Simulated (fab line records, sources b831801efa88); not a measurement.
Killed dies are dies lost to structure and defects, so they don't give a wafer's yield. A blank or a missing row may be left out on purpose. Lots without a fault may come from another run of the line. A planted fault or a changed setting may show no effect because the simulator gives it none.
fab line records | flow gf180mcu
record lots=12 wafers=36 last_day=34
route steps=602 shown M3@413 V3@443 MIM@512 M5@534
lots that met no fault: from a run of the same line without faults
start_h: hours from the record's first day to the start of the lot's first wafer shown | wait_h: hours since the lot's step before | " the same as in the row above | L1.1+2: a row that stands for several wafers | - no value, or no start given | * or withheld: withheld | < > ~ a bound
route shown NAME@n: a module of which the file shows steps, and the number in the route of the first | usual: mean/standard deviation of fault-free wafers | same: alike in all rows | chamber/n: place in a boat | sites: the reading at each site | _std_site: their standard deviation | _edge_site: outer sites' mean less inner sites' | radius_mm: how far each site lies from the wafer's centre | mask NAME#n: copy n | behind: the tool/chamber that last shaped the wafer | hold: why the lot was held/for how many hours/how that ended | device: the transistor (n, p or np) that didn't switch | end of line: the same wafers' tests at the end of the route | a step without rows: its recipe alone | killed: dies lost to structure and defects at the first sort, not the wafer's yield | map: a wafer's dies, x killed, . not, _ none there
set.NAME: the setting as run; set.NAME@STEP: as run at that earlier step | model.NAME: the simulator's own value behind a step, which no gauge read
steps of the route over a sample of lots; a table a step, a row a wafer
services: from which hour (start_h, from the record's first day; less than 0 if before it) a tool's chamber was out of use, for how many hours, and why
## steps
# step GF_M3_SPUTTER_04
# recipe material=TiN target_thk_nm=50 power_w=6500 time_s=41.7 chamber_pressure_pa=0.4
# usual chamber_pressure_pa=0.4000/0.00081 throttle_valve_pct=30.5/1.1
# columns lot.wafer tool chamber start_h wait_h chamber_pressure_pa throttle_valve_pct
L751.4 pvd_sputter-01 - 466.83 0.0 0.4008 32.1
L751.5 " - " " 0.3994 31.9
L751.6 " - " " 0.4008 30.0
L752.1 pvd_sputter-03 - 479.81 0.0 0.3988 30.5
L752.4 " - " " 0.3998 29.7
L752.5 " - " " 0.4008 29.5
L755.2 pvd_sputter-01 - 499.12 0.0 0.4000 30.4
L755.3 " - " " 0.3996 31.8
L755.6 " - " " 0.4014 32.1
L761.2 pvd_sputter-01 - 558.85 0.0 0.4005 30.2
L761.3 " - " " 0.3997 32.3
L761.6 " - " " 0.3990 30.1
L762.1 pvd_sputter-02 - 564.92 0.0 0.3996 30.2
L762.3 " - " " 0.4009 28.5
L762.6 " - " " 0.4012 31.4
L763.2 pvd_sputter-03 - 574.80 0.0 0.4001 30.0
L763.3 " - " " 0.4004 28.3
L763.6 " - " " 0.3997 30.6
L765.3 pvd_sputter-02 - 585.77 0.0 0.3984 31.6
L765.5 " - " " 0.4005 31.6
L765.6 " - " " 0.3998 28.4
L767.1 pvd_sputter-01 - 601.12 0.0 0.3995 30.5
L767.5 " - " " 0.4007 29.9
L767.6 " - " " 0.4001 30.1
L768.1 pvd_sputter-01 - 607.10 0.0 0.3999 30.1
L768.2 " - " " 0.4005 30.3
L768.6 " - " " 0.3995 30.0
L770.3 pvd_sputter-02 - 621.93 0.0 0.4002 31.7
L770.4 " - " " 0.3997 30.5
L770.6 " - " " 0.3985 31.4
L772.2 pvd_sputter-01 - 638.49 0.0 0.4006 30.3
L772.3 " - " " 0.4003 30.0
L772.6 " - " " 0.4001 31.9
L774.1 pvd_sputter-03 - 646.26 0.0 0.3995 30.3
L774.4 " - " " 0.3987 29.6
L774.5 " - " " 0.4000 28.3
# step GF_V3_CD_MEAS_14
# recipe target_cd_nm=260
# usual cd_nm=260.1/1.2
# columns lot.wafer tool chamber start_h wait_h cd_nm
L751.4 cd_sem-02 - 516.35 0.1 259.5
L751.5 " - " " 261.0
L751.6 " - " " 260.1
L752.1 cd_sem-02 - 528.24 0.1 259.2
L752.4 " - " " 259.0
L752.5 " - " " 259.0
L755.2 cd_sem-02 - 545.92 0.1 259.3
L755.3 " - " " 259.4
L755.6 " - " " 257.8
L761.2 cd_sem-02 - 603.17 0.1 257.0
L761.3 " - " " 258.6
L761.6 " - " " 257.8
L762.1 cd_sem-01 - 609.14 0.1 261.5
L762.3 " - " " 260.2
L762.6 " - " " 261.1
L763.2 cd_sem-01 - 618.81 0.1 259.7
L763.3 " - " " 260.5
L763.6 " - " " 260.4
L765.3 cd_sem-02 - 628.78 0.1 262.2
L765.5 " - " " 262.3
L765.6 " - " " 262.4
L767.1 cd_sem-01 - 644.30 0.1 260.3
L767.5 " - " " 259.7
L767.6 " - " " 260.5
L768.1 cd_sem-02 - 649.09 0.1 258.5
L768.2 " - " " 259.8
L768.6 " - " " 259.4
L770.3 cd_sem-02 - 663.14 0.1 260.0
L770.4 " - " " 259.9
L770.6 " - " " 259.4
L772.2 cd_sem-02 - 679.43 0.1 260.9
L772.3 " - " " 261.5
L772.6 " - " " 261.0
L774.1 cd_sem-02 - 686.56 0.1 261.9
L774.4 " - " " 262.6
L774.5 " - " " 261.9
# step GF_MIM_SPUTTER_09
# recipe material=TiN target_thk_nm=35 power_w=6500 time_s=29.2 chamber_pressure_pa=0.4
# usual chamber_pressure_pa=0.4000/0.00086 throttle_valve_pct=30.2/1.1
# columns lot.wafer tool chamber start_h wait_h chamber_pressure_pa throttle_valve_pct
L751.4 pvd_sputter-02 - 565.85 0.0 0.3996 31.7
L751.5 " - " " 0.4001 31.6
L751.6 " - " " 0.4019 31.7
L752.1 pvd_sputter-03 - 578.07 0.0 0.4022 29.9
L752.4 " - " " 0.4011 30.4
L752.5 " - " " 0.4005 30.3
L755.2 pvd_sputter-03 - 595.07 0.0 0.4004 28.4
L755.3 " - " " 0.3993 30.5
L755.6 " - " " 0.4002 29.7
L761.2 pvd_sputter-02 - 649.29 0.0 0.4006 31.3
L761.3 " - " " 0.3980 28.4
L761.6 " - " " 0.3990 28.4
L762.1 pvd_sputter-02 - 655.09 0.0 0.3995 31.6
L762.3 " - " " 0.3988 28.3
L762.6 " - " " 0.3996 30.2
L763.2 pvd_sputter-03 - 662.65 0.0 0.4008 30.2
L763.3 " - " " 0.3999 29.6
L763.6 " - " " 0.4005 30.2
L765.3 pvd_sputter-03 - 673.18 0.0 0.3976 28.2
L765.5 " - " " 0.4007 29.8
L765.6 " - " " 0.3993 28.3
L767.1 pvd_sputter-01 - 688.64 0.0 0.4002 30.2
L767.5 " - " " 0.3990 29.8
L767.6 " - " " 0.3990 30.2
L768.1 pvd_sputter-01 - 692.56 0.0 0.3995 30.0
L768.2 " - " " 0.3985 30.3
L768.6 " - " " 0.4008 29.9
L770.3 pvd_sputter-01 - 706.36 0.0 0.4002 30.3
L770.4 " - " " 0.3990 29.9
L770.6 " - " " 0.4002 30.1
L772.2 pvd_sputter-01 - 722.34 0.0 0.4008 30.4
L772.3 " - " " 0.3995 32.0
L772.6 " - " " 0.4003 32.2
L774.1 pvd_sputter-01 - 727.63 0.0 0.4005 30.2
L774.4 " - " " 0.4012 30.0
L774.5 " - " " 0.3993 30.2
# step GF_MIM_METAL_ETCH_19
# recipe chemistry=Cl2/BCl3 mask_material=NOVOLAK stop_on=Si3N4 target_depth_nm=324.5 pressure_mtorr=8 icp_w=800 bias_w=140 Cl2_flow_sccm=80 bcl3_flow_sccm=40 time_s=54.1
# usual drypump_motor_current_A=5.8/0.54 oes_product_au=0.941/0.0063 throttle_valve_pct=28.283/0.011
# columns lot.wafer tool chamber start_h wait_h drypump_motor_current_A oes_product_au rf_hours_counter_h throttle_valve_pct
L751.4 rie_metal-02 0 587.29 0.1 6.0 0.954 - 28.287
L751.5 " 1 " " 5.3 0.957 - 28.280
L751.6 " 0 " " 6.1 0.959 - 28.256
L752.1 rie_metal-02 0 599.02 0.1 6.0 0.944 1 28.273
L752.4 " 0 " " 6.0 0.947 - 28.287
L752.5 " 1 " " 5.3 0.939 - 28.284
L755.2 rie_metal-01 0 615.62 0.1 6.0 0.942 7 28.285
L755.3 " 0 " " 6.0 0.941 - 28.290
L755.6 " 0 " " 6.0 0.940 - 28.255
L761.2 rie_metal-01 0 668.52 0.1 6.0 0.945 9 28.286
L761.3 " 1 " " 6.0 0.942 - 28.280
L761.6 " 1 " " 6.0 0.913 - 28.313
L762.1 rie_metal-03 0 674.79 0.1 6.6 0.944 3 28.291
L762.3 " 0 " " 6.7 0.933 - 28.282
L762.6 " 0 " " 6.6 0.914 - 28.316
L763.2 rie_metal-02 0 682.26 0.1 6.0 0.939 5 28.279
L763.3 " 0 " " 6.0 0.942 - 28.281
L763.6 " 1 " " 5.3 0.948 - 28.278
L765.3 rie_metal-02 0 692.60 0.1 6.1 0.942 - 28.278
L765.5 " 0 " " 6.1 0.937 - 28.258
L765.6 " 1 " " 5.3 0.939 - 28.293
L767.1 rie_metal-02 0 707.26 0.1 6.0 0.945 6 28.280
L767.5 " 0 " " 6.0 0.943 - 28.278
L767.6 " 1 " " 5.3 0.935 - 28.262
L768.1 rie_metal-03 0 710.51 0.1 6.6 0.942 5 28.267
L768.2 " 1 " " 5.0 0.944 11 28.276
L768.6 " 0 " " 6.7 0.940 - 28.295
L770.3 rie_metal-01 0 724.79 0.1 6.0 0.945 - 28.291
L770.4 " 1 " " 6.0 0.939 - 28.270
L770.6 " 0 " " 6.0 0.943 - 28.275
L772.2 rie_metal-03 1 739.24 0.1 5.0 0.939 12 28.284
L772.3 " 0 " " 6.7 0.952 - 28.291
L772.6 " 1 " " 5.0 0.944 - 28.297
L774.1 rie_metal-02 1 744.31 0.1 5.3 0.936 4 28.298
L774.4 " 1 " " 5.3 0.943 - 28.285
L774.5 " 1 " " 5.3 0.937 - 28.288
# step GF_M5_OVL_MEAS_08
# usual M5_OVL=2/5.1
# columns lot.wafer tool chamber start_h wait_h M5_OVL[nm]
L751.4 overlay-01 - 608.64 0.1 0
L751.5 " - " " 5
L751.6 " - " " -4
L752.1 overlay-02 - 620.17 0.1 5
L752.4 " - " " -1
L752.5 " - " " 13
L755.2 overlay-01 - 636.59 0.1 3
L755.3 " - " " 0
L755.6 " - " " 3
L761.2 overlay-01 - 688.47 0.1 -8
L761.3 " - " " -1
L761.6 " - " " -2
L762.1 overlay-02 - 693.83 0.1 1
L762.3 " - " " 2
L762.6 " - " " 2
L763.2 overlay-01 - 701.97 0.1 -6
L763.3 " - " " 1
L763.6 " - " " 3
L765.3 overlay-02 - 711.17 0.1 4
L765.5 " - " " -1
L765.6 " - " " 5
L767.1 overlay-01 - 726.17 0.1 -8
L767.5 " - " " -9
L767.6 " - " " -6
L768.1 overlay-02 - 728.33 0.1 2
L768.2 " - " " 4
L768.6 " - " " 7
L770.3 overlay-01 - 742.33 0.1 5
L770.4 " - " " 12
L770.6 " - " " 3
L772.2 overlay-02 - 756.03 0.1 -4
L772.3 " - " " -3
L772.6 " - " " -5
L774.1 overlay-02 - 761.18 0.1 -3
L774.4 " - " " 4
L774.5 " - " " -2
## services
# columns tool chamber start_h hours kind
pvd_sputter-03 1 455.98 - consumable_replace:kit
pvd_sputter-03 1 455.98 18.0 scheduled_down
pvd_sputter-03 1 455.98 18.0 vent_cycle
pvd_sputter-03 - 484.68 16.4 repair
rie_metal-02 - 487.57 2.8 pm
rie_metal-03 0 502.06 4.1 repair
pvd_sputter-02 - 518.31 2.4 repair
pvd_sputter-01 1 525.94 - consumable_replace:kit
pvd_sputter-01 1 525.94 18.0 scheduled_down
pvd_sputter-01 1 525.94 18.0 vent_cycle
pvd_sputter-03 - 544.55 9.9 repair
rie_metal-02 - 634.37 0.1 repair
rie_metal-01 - 641.87 2.8 pm
pvd_sputter-02 - 643.24 2.2 repair
pvd_sputter-01 0 649.13 - consumable_replace:kit
pvd_sputter-01 0 649.13 18.0 scheduled_down
pvd_sputter-01 0 649.13 18.0 vent_cycle
rie_metal-03 1 660.74 14.5 repair
rie_metal-02 1 662.88 9.9 repair
rie_metal-03 1 685.62 2.4 repair
rie_metal-03 1 692.08 5.1 repair
pvd_sputter-03 - 700.83 8.9 repair
rie_metal-01 0 726.47 21.6 repair
rie_metal-02 - 736.84 1.0 repair
## key
first_sign step=GF_MIM_METAL_ETCH_19 reading=oes_product_au direction=down sigmas=4.4 usual=0.941 struck=0.913
effect none on later readings
met_at GF_MIM_SPUTTER_09
struck_lots L761,L762
struck_wafers L761.6,L762.6
not_acting_at GF_M3_SPUTTER_04,GF_V3_CD_MEAS_14,GF_M5_OVL_MEAS_08
onset_between 565.85 649.29
fault kind=process_parameter_drift tool=pvd_sputter-02 chamber=- onset_h=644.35 steps=GF_MIM_SPUTTER_09 channel=target_thk_nm offset=-11.82 shape=step end_h=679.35 scope=struck_wafers_only acts_in=these_recipes_only stated=35
